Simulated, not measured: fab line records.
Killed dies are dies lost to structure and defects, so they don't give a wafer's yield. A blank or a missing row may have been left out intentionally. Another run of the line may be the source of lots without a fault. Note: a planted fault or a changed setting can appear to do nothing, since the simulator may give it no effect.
fab line records    flow gf180mcu
record lots=7  wafers=21  lastDay=34
route steps=602 shown STI@26 DNWELL@32 NWELL@42
lots that met no fault: from a run of the same line without faults
startH: start of the lot's first displayed wafer, in hours after the record's first day    waitH: how many hours have passed since the lot's step before this one    " repeats the value in the row above    L1.1+2: one row covering several wafers at once    - no value, or no start was given    * or withheld: withheld    < > ~ a bound
route shown NAME@n: names a module that has steps shown in the file, with the first one's number in the route    usual: mean/standard deviation of fault-free wafers    same: alike in all rows    chamber/n: place in a boat    sites: each site's reading    _std_site: the standard deviation of these    _edge_site: the outer-site mean with the inner-site mean subtracted    radiusMm: how far each site lies from the wafer's centre    mask NAME#n: copy n    behind: the tool/chamber that last shaped the wafer    hold: the reason the lot was held/the length of the hold in hours/how it ended    device: the transistor (n, p or np) that didn't switch    end of line: tests of these same wafers at the route's end    step lacking rows: just its recipe    killed: count of dies lost to structure and defects at first sort (not the wafer's yield)    map: a wafer's dies, marking killed ones x, the rest . and places with no die _
set.NAME: the setting that was run; set.NAME@STEP: the one run at that earlier step    model.NAME: the simulator's own value behind a step, which no gauge read
lots at some steps of the route; a table a step, a row a wafer
services: the hour from which a tool's chamber was out of use, counted from the record's first day as startH (under 0 if before that day), plus the number of hours and why
## steps
# step GF_STI_CMP_25
# recipe stopOn=Si3N4  tOverpolishS=33  downForcePsi=4  platenRpm=60  targetThkNm=524.6  padVelocityMS=0.94248
# usual motorCurrentA=12.1/0.98  overpolishRunS=33.000/0.0092  timeToEndpointS=120/4.3
lot.wafer  tool    chamber  startH  waitH  motorCurrentA  overpolishRunS  timeToEndpointS
L529.3     cmp-02  3        58.61   0.1    12.8           33.009          119
L529.2     "       0        "       "      10.8           32.999          120
L529.6     "       3        "       "      12.7           32.999          117
L535.3     cmp-02  3        89.23   0.0    11.7           33.000          119
L535.2     "       0        "       "      10.7           33.017          121
L535.1     "       2        "       "      11.8           33.009          116
L538.4     cmp-02  0        104.72  0.1    10.3           33.014          115
L538.3     "       1        "       "      10.6           32.990          120
L538.5     "       2        "       "      11.9           33.006          118
L539.4     cmp-01  0        110.13  0.1    12.7           33.016          126
L539.2     "       1        "       "      12.2           33.011          126
L539.5     "       3        "       "      12.8           33.013          122
L540.3     cmp-02  0        116.53  0.1    10.9           32.999          120
L540.4     "       2        "       "      12.0           33.007          121
L540.6     "       0        "       "      11.2           32.999          121
L542.1     cmp-02  2        124.95  0.1    11.4           32.999          119
L542.4     "       3        "       "      12.7           32.998          121
L542.2     "       1        "       "      9.9            33.010          124
L545.4     cmp-01  3        143.02  0.1    12.3           33.009          118
L545.3     "       0        "       "      13.6           33.013          122
L545.6     "       3        "       "      12.9           32.994          118
# step GF_STI_WET_ETCH_26
# recipe chemistry=dHF  targetDepthNm=94  target=SiO2  tempC=25  dilution=10:1  timeS=188
# step GF_STI_WET_ETCH_27
# recipe chemistry=H3PO4  targetDepthNm=160  target=Si3N4  tempC=160  timeS=1825
# step GF_STI_WET_ETCH_28
# recipe chemistry=dHF  targetDepthNm=20  dry=ipaMarangoni  target=SiO2  tempC=25  dilution=10:1  timeS=40
# step GF_STI_OXIDATION_29
# recipe tempC=900  ambient=O2  stabiliseS=600  purgeS=300  targetThkA=100  oxTimeS=1418
# step GF_STI_THK_MEAS_30
# recipe reads=SiO2_of_STI_OXIDATION_29
# usual STI_OXIDATION_02_THK=10.00/0.2
lot.wafer  tool          chamber  startH  waitH  STI_OXIDATION_02_THK[nm]
L529.2     filmMetro-02  -        60.88   0.0    9.95
L529.3     "             -        "       "      10.09
L529.6     "             -        "       "      10.04
L535.1     filmMetro-04  -        92.45   0.0    10.10
L535.2     "             -        "       "      9.87
L535.3     "             -        "       "      10.15
L538.3     filmMetro-02  -        106.93  0.0    9.95
L538.4     "             -        "       "      10.16
L538.5     "             -        "       "      9.98
L539.2     filmMetro-01  -        112.38  0.0    10.03
L539.4     "             -        "       "      10.00
L539.5     "             -        "       "      10.03
L540.3     filmMetro-02  -        118.79  0.0    9.99
L540.4     "             -        "       "      10.02
L540.6     "             -        "       "      9.97
L542.1     filmMetro-02  -        128.08  0.0    9.92
L542.2     "             -        "       "      9.98
L542.4     "             -        "       "      10.01
L545.3     filmMetro-02  -        145.28  0.0    10.18
L545.4     "             -        "       "      10.29
L545.6     "             -        "       "      10.19
# step GF_DNWELL_DEHYDRATE_00
# recipe tempC=200  timeS=60
# step GF_DNWELL_HMDS_01
# recipe primeTimeS=60  primeTempC=120
# step GF_DNWELL_COAT_02
# recipe spinRpm=2000  resistThkNm=3000
# step GF_DNWELL_SOFTBAKE_03
# recipe tempC=110  timeS=withheld
# step GF_DNWELL_EXPOSE_04
# recipe maskId=DNWELL  targetCdNm=1700  na=0.6  sourceShape=conventional  sigmaOuter=0.6  doseMj=260
# step GF_DNWELL_PEB_05
# recipe tempC=115  timeS=withheld
# step GF_DNWELL_DEVELOP_06
# recipe wallAngleDeg=90  developTimeS=60  devTempC=23
# usual chillPlateTempC=23.00/0.11  developTimeS=60/0  resistLineTempC=22.98/0.093
lot.wafer  tool           chamber  startH  waitH  chillPlateTempC  developTimeS  resistLineTempC
L529.2     lithoTrack-03  0        73      -      23.05            60            22.67
L529.3     "              0        "       "      23.16            60            22.90
L529.6     "              0        "       "      23.06            60            22.85
L535.1     lithoTrack-02  0        106     -      23.00            60            23.13
L535.2     "              0        "       "      22.97            60            22.90
L535.3     "              0        "       "      22.90            60            22.99
L538.3     lithoTrack-03  -        121     -      -                -             -
L538.4     "              -        122     -      -                -             -
L538.5     "              -        "       "      -                -             -
L539.2     lithoTrack-03  -        126     -      -                -             -
L539.4     "              -        "       "      -                -             -
L539.5     "              -        "       "      -                -             -
L540.3     lithoTrack-02  -        133     -      -                -             -
L540.4     "              -        "       "      -                -             -
L540.6     "              -        "       "      -                -             -
L542.1     lithoTrack-02  0        143     -      22.92            60            23.04
L542.2     "              0        "       "      22.96            60            23.01
L542.4     "              0        "       "      22.99            60            23.08
L545.3     lithoTrack-03  0        160     -      23.22            60            22.94
L545.4     "              0        "       "      22.91            60            23.04
L545.6     "              0        "       "      22.98            60            23.09
# step GF_DNWELL_IMPLANT_07
# recipe species=P  energyKev=1500  doseCm2=1e+13  tiltDeg=0
# step GF_DNWELL_STRIP_08
# recipe chemistry=O2/N2  powerW=1400  pressureMtorr=1500  platenTempC=250  o2FlowSccm=3000  n2FlowSccm=300  overashFraction=0.5
# usual drypumpMotorCurrentA=5.6/0.68  heaterPowerW=329/31  oesProductAu=0.723/0.0042  stripTimeToEndpointS=36.94/0.11
lot.wafer  tool            chamber  startH  waitH  drypumpMotorCurrentA  heaterPowerW  oesProductAu  rfHoursCounterH  stripTimeToEndpointS
L529.2     plasmaAsher-04  1        74.14   0.1    6.0                   375           0.720         25               37.12
L529.3     "               1        "       "      6.1                   380           0.717         -                36.98
L529.6     "               1        "       "      6.0                   375           0.722         -                37.11
L535.1     plasmaAsher-02  0        106.87  0.1    6.4                   360           0.720         45               36.82
L535.2     "               1        "       "      4.7                   288           0.726         45               36.90
L535.3     "               1        "       "      4.7                   290           0.722         -                36.87
L538.3     plasmaAsher-03  1        122.27  0.1    5.8                   328           0.720         -                36.90
L538.4     "               0        "       "      4.8                   324           0.724         -                36.86
L538.5     "               0        "       "      4.8                   326           0.720         -                36.88
L539.2     plasmaAsher-04  1        126.99  0.1    6.0                   364           0.720         32               36.89
L539.4     "               1        "       "      6.0                   371           0.726         -                36.83
L539.5     "               0        "       "      5.9                   288           0.722         -                37.03
L540.3     plasmaAsher-03  0        134.16  0.1    4.8                   323           0.719         -                37.02
L540.4     "               1        "       "      5.8                   332           0.719         -                36.99
L540.6     "               1        "       "      5.8                   335           0.723         -                36.95
L542.1     plasmaAsher-02  0        143.47  0.1    6.4                   367           0.727         48               37.04
L542.2     "               1        "       "      4.6                   297           0.730         48               36.88
L542.4     "               1        "       "      4.7                   293           0.726         -                37.06
L545.3     plasmaAsher-03  0        160.52  0.1    4.8                   330           0.725         -                37.15
L545.4     "               1        "       "      5.8                   328           0.719         -                37.13
L545.6     "               1        "       "      5.8                   334           0.718         -                37.07
# step GF_DNWELL_TW_MEAS_09
# usual DNWELL_TW=1369/15
lot.wafer  tool          chamber  startH  waitH  DNWELL_TW
L529.2     filmMetro-02  -        74.25   0.1    1354
L529.3     "             -        "       "      1357
L529.6     "             -        "       "      1356
L535.1     filmMetro-01  -        106.97  0.1    1374
L535.2     "             -        "       "      1379
L535.3     "             -        "       "      1371
L538.3     filmMetro-03  -        122.36  0.1    31
L538.4     "             -        "       "      32
L538.5     "             -        "       "      32
L539.2     filmMetro-02  -        127.10  0.1    31
L539.4     "             -        "       "      31
L539.5     "             -        "       "      31
L540.3     filmMetro-03  -        134.24  0.1    31
L540.4     "             -        "       "      31
L540.6     "             -        "       "      32
L542.1     filmMetro-01  -        143.57  0.1    1374
L542.2     "             -        "       "      1368
L542.4     "             -        "       "      1378
L545.3     filmMetro-03  -        160.61  0.1    1395
L545.4     "             -        "       "      1385
L545.6     "             -        "       "      1390
# step GF_NWELL_DEHYDRATE_00
# recipe tempC=200  timeS=60
## services
tool            chamber  startH  hours  kind
plasmaAsher-03  -        41.43   5.5    repair
cmp-01          -        64.00   4.0    pm
cmp-01          -        68.00   -      consumableReplace:conditioner
cmp-01          -        68.00   -      consumableReplace:pad
plasmaAsher-03  -        106.92  4.3    repair
plasmaAsher-02  -        117.80  11.3   repair
plasmaAsher-04  -        141.80  3.8    repair
plasmaAsher-03  -        144.20  1.6    repair
cmp-01          -        147.13  2.3    repair
## key
firstSign step=GF_DNWELL_DEVELOP_06  reading=toolRecord  direction=missing
effect step=GF_DNWELL_TW_MEAS_09  reading=DNWELL_TW  direction=down  sigmas=88  usual=1369  struck=31
metAt GF_DNWELL_DEVELOP_06
struckWafers L538.3,L538.4,L538.5,L539.2,L539.4,L539.5,L540.3,L540.4,L540.6
sortLeftOut L538.3,L538.4,L538.5,L539.2,L539.4,L539.5,L540.3,L540.4,L540.6
testerLeftOut L538,L539,L540
onsetBetween 106 121
fault kind=skippedStepWhole  tool=lithoTrack-02,lithoTrack-03  chamber=-  onsetH=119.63  steps=GF_DNWELL_DEVELOP_06  scope=struckLotsOnly
# testerLeftOut: of these lots the tester's yield and bins aren't shown, on N5 and GAA mostly nor the transistor test; their killed dies are dies lost to structure and defects alone, not to doping, threshold or leakage, so they don't give the yield
# sortLeftOut: the simulated sort isn't trusted on such a fault, so these wafers' sort isn't shown, and their yield isn't known
